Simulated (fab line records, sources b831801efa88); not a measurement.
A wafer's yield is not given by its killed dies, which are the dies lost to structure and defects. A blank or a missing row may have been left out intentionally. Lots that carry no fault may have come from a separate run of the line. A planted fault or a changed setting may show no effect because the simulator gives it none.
Comparing a struck lot with a sound one + flow sky130 + 38 out of 708 route steps
Sound: the wafers L264.1, L264.2, L264.5. Struck: wafer L278.5. (L278.3, L278.4 of the same lot were not struck and are left out.) The cause comes at the end.
Order at every step that has rows: each side's tool, ch and its chambers, its first start. Under that, the readings that differ: sound wafers + struck wafers + difference of the means + sigmas: that difference in standard deviations of wafers without a fault.
alike: readings whose means differ by less than 2 such deviations, and words and numbers that are the same on both sides. not compared: withheld readings, readings that some wafer has no value for, bounds like >300 that may hide the same value, and numbers for which the record gives no deviation and whose values overlap.
The two part at a step that has a row with sigmas, a row that says differs or no value, or rows on one side only. Numbers that have no deviation but don't overlap get no sigmas and don't part them. A reading that every wafer of one side lacks parts them only if that side has two wafers or more.

first, 9 steps without rows for these wafers: SKY_VIA2_SPUTTER_20 (material TiN, target thk 20 nm, time 80 s); SKY_VIA2_CVD_21 (deposits W, target thk 420 nm, time 126.4 s); SKY_VIA2_CMP_24 (polishes, stops on SiO2, t overpolish 20 s, target thk 0 nm); SKY_METAL3_SPUTTER_00 (material Ti, target thk 15 nm, time 10 s); SKY_METAL3_SPUTTER_01 (material TiN, target thk 20 nm, time 16.7 s); SKY_METAL3_SPUTTER_02 (material AlCu, target thk 735 nm, time 39.1 s); SKY_METAL3_SPUTTER_03 (material Ti, target thk 5 nm, time 3.3 s); SKY_METAL3_SPUTTER_04 (material TiN, target thk 70 nm, time 58.3 s); SKY_CAPM_CVD_00 (deposits SiO2, target thk 15.5 nm).
SKY_CAPM_SPUTTER_02: material TiN, target thk 200 nm, time 166.7 s.
  sound on pvd-sputter-04 at day 38 08:41; struck on pvd-sputter-04 at day 42 08:41
| reading                                  | sound                | struck | difference | sigmas      |
|------------------------------------------|----------------------|--------|------------|-------------|
| cathode-dc-power-W (W)                   | 6500.1 6497.7 6498.1 | 10028  | +3529      | +99 or more |
| model.TiN_of_CAPM_SPUTTER_02.thk-nm (nm) | 200.4 201.7 201.7    | 304.8  | +103.5     |             |
  alike: throttle-valve-pct
SKY_CAPM_RS_MEAS_03: measures by four-point-probe.
  sound on film-metro-03 at day 38 08:48; struck on film-metro-03 at day 42 08:50
| reading              | sound          | struck | difference | sigmas |
|----------------------|----------------|--------|------------|--------|
| CAPM_TIN_RS (ohm/sq) | 6.90 6.87 6.85 | 4.51   | -2.36      | -38    |
SKY_CAPM_THK_MEAS_04: measures by xrf.
  sound on film-metro-03 at day 38 08:55; struck on film-metro-03 at day 42 08:56
| reading           | sound             | struck | difference | sigmas |
|-------------------|-------------------|--------|------------|--------|
| CAPM_TIN_THK (nm) | 198.7 200.3 200.2 | 301.1  | +101.4     | +41    |
then, 7 steps without rows for these wafers: SKY_CAPM_DEHYDRATE_05 (time 60 s); SKY_CAPM_HMDS_06 (prime time 60 s); SKY_CAPM_COAT_07 (resist thk 1140 nm); SKY_CAPM_SOFTBAKE_08 (time 60 s); SKY_CAPM_EXPOSE_09 (exposes mask CAPM, target cd 1000 nm); SKY_CAPM_PEB_10; SKY_CAPM_DEVELOP_11 (develop time 60 s).
SKY_CAPM_METAL_ETCH_13: etches TiN in Cl2/BCl3, stops on SiO2, target depth 220 nm, time 62.9 s.
  sound on rie-metal-02 ch 0,1, day 39 08:52; struck on rie-metal-01 ch 1, day 43 07:11
| reading                | sound                | struck | difference | sigmas |
|------------------------|----------------------|--------|------------|--------|
| oes-product-au (a.u.)  | 0.943 0.951 0.945    | 0.998  | +0.052     | +8     |
| throttle-valve-pct (%) | 21.907 21.907 21.899 | 21.857 | -0.047     | -5     |
  alike: drypump-motor-current-A
  not compared: rf-hours-counter-h
then, 16 steps without rows for these wafers: SKY_CAPM_STRIP_14 (strips in O2/N2); SKY_CAPM_STRIP_15 (strips in post etch residue remover, time 1200 s); SKY_CAPM_CLEAN_16 (cleans in IPA, time 180 s); SKY_CAPM_CLEAN_17 (cleans in O3/DIW); SKY_METAL3_DEHYDRATE_05 (time 60 s); SKY_METAL3_HMDS_06 (prime time 60 s); SKY_METAL3_COAT_07 (resist thk 60 nm); SKY_METAL3_COAT_08 (resist thk 1140 nm); SKY_METAL3_SOFTBAKE_09 (time 90 s); SKY_METAL3_EXPOSE_10 (exposes mask MM3, target cd 300 nm); SKY_METAL3_PEB_11; SKY_METAL3_DEVELOP_12 (develop time 60 s); SKY_METAL3_DESCUM_15 (chemistry O2, time 8 s); SKY_METAL3_ETCH_16 (etches BARC in N2/H2, stops on SiO2, time 88.2 s, target depth 60 nm); SKY_METAL3_ETCH_17 (etches SiO2 in C4F8/O2/Ar, stops on TiN, time 3.9 s, target depth 15 nm); SKY_METAL3_METAL_ETCH_18 (etches the open film in Cl2/BCl3, stops on SiO2, target depth 845 nm, time 183.1 s).
SKY_METAL3_STRIP_20: strips in post etch residue remover, time 1200 s.
  sound on wet-bench-02 ch 0, day 40 10:28; struck on wet-bench-01 ch 0, day 44 07:13
| reading                                  | sound             | struck | difference | sigmas |
|------------------------------------------|-------------------|--------|------------|--------|
| model.TiN_of_CAPM_SPUTTER_02.thk-nm (nm) | 199.6 200.8 200.9 | 303.9  | +103.5     |        |
  alike: temp-c
-- the record jumps here: 6 days lie between the struck wafers' starts before and after (it left off in module METAL3 and takes up again in module PAD_OPEN, whose first step shown is number 708 of the route) --
SKY_PAD_OPEN_PROBE_99:
  sound on prober-02 at day 47 05:42; struck on prober-02 at day 50 07:12
| reading                               | sound                   | struck | difference | sigmas |
|---------------------------------------|-------------------------|--------|------------|--------|
| killed_at_M4_up                       | 3 3 1                   | 6      | +4         | +2     |
| model.etest.tester.sort-n-pass        | 405 412 419             | 0      | -412       |        |
| model.etest.tester.sort-yield-pct (%) | 82.32 83.74 85.16       | 0      | -84        |        |
| model.etest.tester.sort_bin_4_pct (%) | 0 0 0                   | 61.53  | +61.53     |        |
| model.etest.met3.line-ohm-um          | 0.1378 0.1412 0.1427    | 45.27  | +45.13     |        |
| model.etest.via3-chain.rc-ohm         | 9.549 9.932 9.711       | 44.02  | +34.29     |        |
| model.etest.tester.sort_bin_3_pct (%) | 1.016 1.016 0.813       | 19.57  | +18.62     |        |
| model.etest.met3.rs-ohm-sq            | 0.04192 0.04249 0.04267 | 13.66  | +13.62     |        |
| model.etest.cap-mim.plate-ohm-sq      | 5.946 5.948 5.951       | 3.978  | -1.970     |        |
  alike: defect-limited-yield, killed_at_M0_to_M3, killed-at-contacts, killed-at-front-end, killed-at-other, killed-dies, killed-open, killed-short

WHERE THEY PART
At SKY_CAPM_SPUTTER_02 first; at SKY_PAD_OPEN_PROBE_99 last (within this record only).

WHY: whatever the simulator had introduced
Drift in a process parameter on pvd-sputter-04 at SKY_CAPM_SPUTTER_02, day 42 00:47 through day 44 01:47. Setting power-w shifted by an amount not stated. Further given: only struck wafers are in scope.
